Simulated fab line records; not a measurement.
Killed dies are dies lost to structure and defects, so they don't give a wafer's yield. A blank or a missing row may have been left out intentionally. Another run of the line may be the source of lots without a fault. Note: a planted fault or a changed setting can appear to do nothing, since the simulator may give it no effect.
fab line records + flow gf180mcu
record
- lots=15
- wafers=45
- last_day=34
route steps=602 shown M3@424 V4@478 M5@532 TOP_METAL@569
lots with no fault: from the same line, run without faults
start_h: hours from the record's first day to the start of the lot's first wafer shown + wait_h: hours elapsed since this lot's preceding step + " same as the row above + L1.1+2: several wafers, shown together as one row + - either no value or no given start + * or withheld: withheld + < > ~ a bound
route shown NAME@n: NAME is a module with steps in the file, n the number in the route of the first one + usual: mean and standard deviation over wafers with no fault + same: alike in all rows + chamber/n: place in a boat + sites: each site's reading + _std_site: their standard deviation + _edge_site: inner sites' mean taken away from outer sites' mean + radius_mm: how far each site lies from the wafer's centre + mask NAME#n: copy n + behind: the last tool/chamber to shape the wafer + hold: what put the lot on hold/how long, in hours/how the hold closed + device: the n, p or np transistor that did not switch + end of line: tests run on the same wafers once the route is complete + step lacking rows: just its recipe + killed: the dies lost at the first sort to structure and to defects; this is not the yield of the wafer + map: a wafer's dies, x killed, . not, _ none there
set.NAME: the setting the step ran with; set.NAME@STEP: the setting that earlier step ran with + model.NAME: the simulator's own value behind a step, which no gauge read
the route's steps for a sample of lots (tables are steps, rows are wafers)
services: a tool's chamber out of use, with start hour (start_h, from the record's first day; less than 0 if before it), hours out, and reason
## steps
# step GF_M3_OVL_MEAS_15
# usual
- M3_OVL=-2/5.2
| lot.wafer | tool       | chamber | start_h | wait_h | M3_OVL[nm] |
|-----------|------------|---------|---------|--------|------------|
| L461.1    | overlay-01 | -       | 500.38  | 0.1    | 2          |
| L461.2    | "          | -       | "       | "      | 1          |
| L461.4    | "          | -       | "       | "      | -5         |
| L462.2    | overlay-02 | -       | 512.07  | 0.1    | -9         |
| L462.3    | "          | -       | "       | "      | -9         |
| L462.4    | "          | -       | "       | "      | -11        |
| L463.2    | overlay-02 | -       | 516.52  | 0.1    | -2         |
| L463.3    | "          | -       | "       | "      | -6         |
| L463.6    | "          | -       | "       | "      | -6         |
| L466.2    | overlay-02 | -       | 544.22  | 0.1    | -1         |
| L466.3    | "          | -       | "       | "      | 0          |
| L466.4    | "          | -       | "       | "      | -5         |
| L467.3    | overlay-02 | -       | 555.94  | 0.1    | -5         |
| L467.4    | "          | -       | "       | "      | -1         |
| L467.6    | "          | -       | "       | "      | 0          |
| L468.3    | overlay-02 | -       | 561.12  | 0.1    | -6         |
| L468.4    | "          | -       | "       | "      | -5         |
| L468.5    | "          | -       | "       | "      | -3         |
| L469.1    | overlay-02 | -       | 569.23  | 0.1    | -8         |
| L469.2    | "          | -       | "       | "      | 0          |
| L469.6    | "          | -       | "       | "      | -3         |
| L470.1    | overlay-01 | -       | 583.53  | 0.1    | -2         |
| L470.2    | "          | -       | "       | "      | 1          |
| L470.5    | "          | -       | "       | "      | -3         |
| L471.1    | overlay-01 | -       | 587.33  | 0.1    | 0          |
| L471.3    | "          | -       | "       | "      | -2         |
| L471.6    | "          | -       | "       | "      | -4         |
| L476.2    | overlay-02 | -       | 628.92  | 0.1    | -12        |
| L476.3    | "          | -       | "       | "      | -6         |
| L476.6    | "          | -       | "       | "      | -1         |
| L477.1    | overlay-01 | -       | 641.83  | 0.1    | -3         |
| L477.4    | "          | -       | "       | "      | -4         |
| L477.5    | "          | -       | "       | "      | 1          |
| L478.1    | overlay-01 | -       | 655.28  | 0.1    | -12        |
| L478.4    | "          | -       | "       | "      | -8         |
| L478.6    | "          | -       | "       | "      | -5         |
| L479.1    | overlay-01 | -       | 659.01  | 0.1    | 4          |
| L479.2    | "          | -       | "       | "      | 5          |
| L479.3    | "          | -       | "       | "      | 3          |
| L482.2    | overlay-02 | -       | 674.87  | 0.1    | 5          |
| L482.3    | "          | -       | "       | "      | 8          |
| L482.6    | "          | -       | "       | "      | 9          |
| L483.2    | overlay-01 | -       | 678.51  | 0.1    | -5         |
| L483.3    | "          | -       | "       | "      | -1         |
| L483.6    | "          | -       | "       | "      | -5         |
# step GF_V4_CVD_02
# recipe
- material=SiO2
- target_thk_nm=850
- precursor=TEOS
- temp_c=400
- time_s=94.851
- rf_w=600
# usual
- heater_power_w=634/66
| lot.wafer | tool     | chamber | start_h | wait_h | heater_power_w |
|-----------|----------|---------|---------|--------|----------------|
| L461.1    | pecvd-04 | 0       | 550.41  | 0.1    | 584            |
| L461.2    | "        | 1       | "       | "      | 562            |
| L461.4    | "        | 2       | "       | "      | 770            |
| L462.2    | pecvd-02 | 2       | 561.52  | 0.0    | 514            |
| L462.3    | "        | 0       | "       | "      | 691            |
| L462.4    | "        | 1       | "       | "      | 648            |
| L463.2    | pecvd-01 | 0       | 566.54  | 0.0    | 596            |
| L463.3    | "        | 1       | "       | "      | 705            |
| L463.6    | "        | 0       | "       | "      | 652            |
| L466.2    | pecvd-02 | 1       | 591.94  | 0.0    | 680            |
| L466.3    | "        | 2       | "       | "      | 607            |
| L466.4    | "        | 2       | "       | "      | 635            |
| L467.3    | pecvd-02 | 1       | 604.26  | 0.0    | 688            |
| L467.4    | "        | 2       | "       | "      | 505            |
| L467.6    | "        | 0       | "       | "      | 689            |
| L468.3    | pecvd-02 | 0       | 608.60  | 0.0    | 628            |
| L468.4    | "        | 0       | "       | "      | 675            |
| L468.5    | "        | 1       | "       | "      | 691            |
| L469.1    | pecvd-04 | 1       | 616.61  | 0.1    | 589            |
| L469.2    | "        | 2       | "       | "      | 776            |
| L469.6    | "        | 2       | "       | "      | 821            |
| L470.1    | pecvd-01 | 2       | 629.22  | 0.1    | 618            |
| L470.2    | "        | 0       | "       | "      | 676            |
| L470.5    | "        | 1       | "       | "      | 536            |
| L471.1    | pecvd-01 | 2       | 633.80  | 0.1    | 626            |
| L471.3    | "        | 1       | "       | "      | 646            |
| L471.6    | "        | 2       | "       | "      | 641            |
| L476.2    | pecvd-04 | 2       | 673.38  | 0.0    | 669            |
| L476.3    | "        | 0       | "       | "      | 676            |
| L476.6    | "        | 1       | "       | "      | 488            |
| L477.1    | pecvd-04 | 1       | 684.43  | 0.1    | 600            |
| L477.4    | "        | 0       | "       | "      | 547            |
| L477.5    | "        | 1       | "       | "      | 615            |
| L478.1    | pecvd-02 | 0       | 697.68  | 0.1    | 576            |
| L478.4    | "        | 1       | "       | "      | 716            |
| L478.6    | "        | 0       | "       | "      | 646            |
| L479.1    | pecvd-04 | 0       | 701.65  | 0.1    | 668            |
| L479.2    | "        | 2       | "       | "      | 701            |
| L479.3    | "        | 1       | "       | "      | 498            |
| L482.2    | pecvd-02 | 2       | 716.46  | 0.0    | 555            |
| L482.3    | "        | 0       | "       | "      | 612            |
| L482.6    | "        | 2       | "       | "      | 596            |
| L483.2    | pecvd-01 | 1       | 719.06  | 0.0    | 644            |
| L483.3    | "        | 2       | "       | "      | 605            |
| L483.6    | "        | 1       | "       | "      | 674            |
# step GF_M5_DEVELOP_06
# recipe
- develop_time_s=60
- dev_temp_c=21
# usual
- chill_plate_temp_C=23.02/0.11
- develop_time_s=60/0
| lot.wafer | tool           | chamber | start_h | wait_h | chill_plate_temp_C | develop_time_s |
|-----------|----------------|---------|---------|--------|--------------------|----------------|
| L461.1    | litho_track-01 | 0       | 618.64  | 0.2    | 23.00              | 60             |
| L461.2    | "              | 0       | "       | "      | 23.08              | 60             |
| L461.4    | "              | 0       | "       | "      | 23.17              | 60             |
| L462.2    | litho_track-03 | 0       | 628.43  | 0.2    | 23.02              | 60             |
| L462.3    | "              | 0       | "       | "      | 22.88              | 60             |
| L462.4    | "              | 0       | "       | "      | 23.02              | 60             |
| L463.2    | litho_track-03 | 0       | 633.38  | 0.2    | 23.10              | 60             |
| L463.3    | "              | 0       | "       | "      | 23.21              | 60             |
| L463.6    | "              | 0       | "       | "      | 23.07              | 60             |
| L466.2    | litho_track-04 | 0       | 656.63  | 0.2    | 23.06              | 60             |
| L466.3    | "              | 0       | "       | "      | 23.08              | 60             |
| L466.4    | "              | 0       | "       | "      | 22.95              | 60             |
| L467.3    | litho_track-03 | 0       | 668.06  | 0.1    | 22.99              | 60             |
| L467.4    | "              | 0       | "       | "      | 23.02              | 60             |
| L467.6    | "              | 0       | "       | "      | 23.19              | 60             |
| L468.3    | litho_track-04 | -       | 671.21  | 0.1    | -                  | -              |
| L468.4    | "              | -       | "       | "      | -                  | -              |
| L468.5    | "              | -       | "       | "      | -                  | -              |
| L469.1    | litho_track-03 | -       | 680.31  | 0.2    | -                  | -              |
| L469.2    | "              | -       | "       | "      | -                  | -              |
| L469.6    | "              | -       | "       | "      | -                  | -              |
| L470.1    | litho_track-04 | -       | 690.56  | 0.2    | -                  | -              |
| L470.2    | "              | -       | "       | "      | -                  | -              |
| L470.5    | "              | -       | "       | "      | -                  | -              |
| L471.1    | litho_track-03 | 0       | 694.31  | 0.2    | 22.97              | 60             |
| L471.3    | "              | 0       | "       | "      | 22.83              | 60             |
| L471.6    | "              | 0       | "       | "      | 23.05              | 60             |
| L476.2    | litho_track-01 | 0       | 731.76  | 0.2    | 23.09              | 60             |
| L476.3    | "              | 0       | "       | "      | 22.98              | 60             |
| L476.6    | "              | 0       | "       | "      | 23.12              | 60             |
| L477.1    | litho_track-01 | 0       | 740.84  | 0.2    | 23.00              | 60             |
| L477.4    | "              | 0       | "       | "      | 23.10              | 60             |
| L477.5    | "              | 0       | "       | "      | 23.16              | 60             |
| L478.1    | litho_track-01 | 0       | 753.24  | 0.2    | 23.10              | 60             |
| L478.4    | "              | 0       | "       | "      | 23.01              | 60             |
| L478.6    | "              | 0       | "       | "      | 23.09              | 60             |
| L479.1    | litho_track-04 | 0       | 755.76  | 0.2    | 23.03              | 60             |
| L479.2    | "              | 0       | "       | "      | 22.99              | 60             |
| L479.3    | "              | 0       | "       | "      | 22.91              | 60             |
| L482.2    | litho_track-03 | 0       | 770.53  | 0.2    | 22.88              | 60             |
| L482.3    | "              | 0       | "       | "      | 22.85              | 60             |
| L482.6    | "              | 0       | "       | "      | 22.98              | 60             |
| L483.2    | litho_track-04 | 0       | 770.58  | 0.2    | 22.92              | 60             |
| L483.3    | "              | 0       | "       | "      | 22.96              | 60             |
| L483.6    | "              | 0       | "       | "      | 22.77              | 60             |
# step GF_TOP_METAL_SPUTTER_02
# recipe
- material=AlCu
- target_thk_nm=900
- power_w=10600
- chamber_pressure_pa=0.3
- substrate_temp_c=250
- gas=Ar
- time_s=47.82
# usual
- throttle_valve_pct=29.6/0.84
| lot.wafer | tool           | chamber | start_h | wait_h | throttle_valve_pct |
|-----------|----------------|---------|---------|--------|--------------------|
| L461.1    | pvd_sputter-04 | -       | 642.77  | 0.0    | 30.4               |
| L461.2    | "              | -       | "       | "      | 29.6               |
| L461.4    | "              | -       | "       | "      | 30.5               |
| L462.2    | pvd_sputter-01 | -       | 657.20  | 0.0    | 31.4               |
| L462.3    | "              | -       | "       | "      | 29.1               |
| L462.4    | "              | -       | "       | "      | 29.2               |
| L463.2    | pvd_sputter-02 | -       | 657.50  | 0.0    | 29.2               |
| L463.3    | "              | -       | "       | "      | 29.2               |
| L463.6    | "              | -       | "       | "      | 29.1               |
| L466.2    | pvd_sputter-02 | -       | 679.65  | 0.0    | 30.1               |
| L466.3    | "              | -       | "       | "      | 29.4               |
| L466.4    | "              | -       | "       | "      | 29.3               |
| L467.3    | pvd_sputter-02 | -       | 690.63  | 0.0    | 29.4               |
| L467.4    | "              | -       | "       | "      | 29.8               |
| L467.6    | "              | -       | "       | "      | 29.1               |
| L471.1    | pvd_sputter-01 | -       | 716.17  | 0.0    | 28.4               |
| L471.3    | "              | -       | "       | "      | 28.9               |
| L471.6    | "              | -       | "       | "      | 29.4               |
| L476.2    | pvd_sputter-02 | -       | 751.77  | 0.0    | 29.4               |
| L476.3    | "              | -       | "       | "      | 29.1               |
| L476.6    | "              | -       | "       | "      | 29.2               |
| L477.1    | pvd_sputter-02 | -       | 760.62  | 0.0    | 29.5               |
| L477.4    | "              | -       | "       | "      | 30.3               |
| L477.5    | "              | -       | "       | "      | 29.3               |
| L478.1    | pvd_sputter-01 | -       | 772.85  | 0.0    | 31.7               |
| L478.4    | "              | -       | "       | "      | 28.5               |
| L478.6    | "              | -       | "       | "      | 31.3               |
| L479.1    | pvd_sputter-02 | -       | 775.04  | 0.0    | 29.2               |
| L479.2    | "              | -       | "       | "      | 29.8               |
| L479.3    | "              | -       | "       | "      | 30.0               |
| L482.2    | pvd_sputter-01 | -       | 789.36  | 0.0    | 31.5               |
| L482.3    | "              | -       | "       | "      | 28.2               |
| L482.6    | "              | -       | "       | "      | 29.4               |
| L483.2    | pvd_sputter-04 | -       | 789.69  | 0.0    | 28.8               |
| L483.3    | "              | -       | "       | "      | 29.2               |
| L483.6    | "              | -       | "       | "      | 29.0               |
## services
| tool           | chamber | start_h | hours | kind                      |
|----------------|---------|---------|-------|---------------------------|
| litho_track-01 | -       | 532.14  | -     | consumable_replace:filter |
| litho_track-04 | -       | 541.64  | -     | consumable_replace:filter |
| pvd_sputter-02 | -       | 557.42  | 12.3  | repair                    |
| pecvd-04       | -       | 591.12  | 14.0  | pm                        |
| pecvd-04       | 0       | 591.12  | 14.0  | vent_cycle                |
| pecvd-04       | 1       | 591.12  | 14.0  | vent_cycle                |
| pecvd-04       | 2       | 591.12  | 14.0  | vent_cycle                |
| pecvd-04       | 0       | 605.12  | -     | clean                     |
| pecvd-04       | 1       | 605.12  | -     | clean                     |
| pecvd-04       | 2       | 605.12  | -     | clean                     |
| pecvd-02       | -       | 629.17  | 2.8   | pm                        |
| pvd_sputter-02 | -       | 703.14  | 2.3   | repair                    |
| pecvd-04       | -       | 716.06  | 1.6   | repair                    |
| pecvd-01       | -       | 716.57  | 0.8   | repair                    |
| pecvd-02       | -       | 754.08  | 0.5   | repair                    |
| pvd_sputter-02 | -       | 765.51  | 0.6   | repair                    |
| pvd_sputter-02 | -       | 781.97  | 2.3   | repair                    |
## key
first_sign
- step=GF_M5_DEVELOP_06
- reading=tool_record
- direction=missing
effect none on later readings
met_at GF_M5_DEVELOP_06
struck_lots L468,L469,L470
later_rows_left_out L468.3,L468.4,L468.5,L469.1,L469.2,L469.6,L470.1,L470.2,L470.5
sort_left_out L468.3,L468.4,L468.5,L469.1,L469.2,L469.6,L470.1,L470.2,L470.5
not_acting_at GF_M3_OVL_MEAS_15,GF_V4_CVD_02,GF_TOP_METAL_SPUTTER_02
onset_between 668.06 671.21
fault
- kind=skipped_step_whole
- tool=litho_track-03,litho_track-04
- chamber=-
- onset_h=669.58
- steps=GF_M5_DEVELOP_06
- scope=struck_lots_only
# sort_left_out: the simulated sort isn't trusted on such a fault, so these wafers' sort isn't shown, and their yield isn't known
# later_rows_left_out: the simulator's readings of these wafers behind a module that went badly wrong aren't trusted and aren't shown, but for the sort
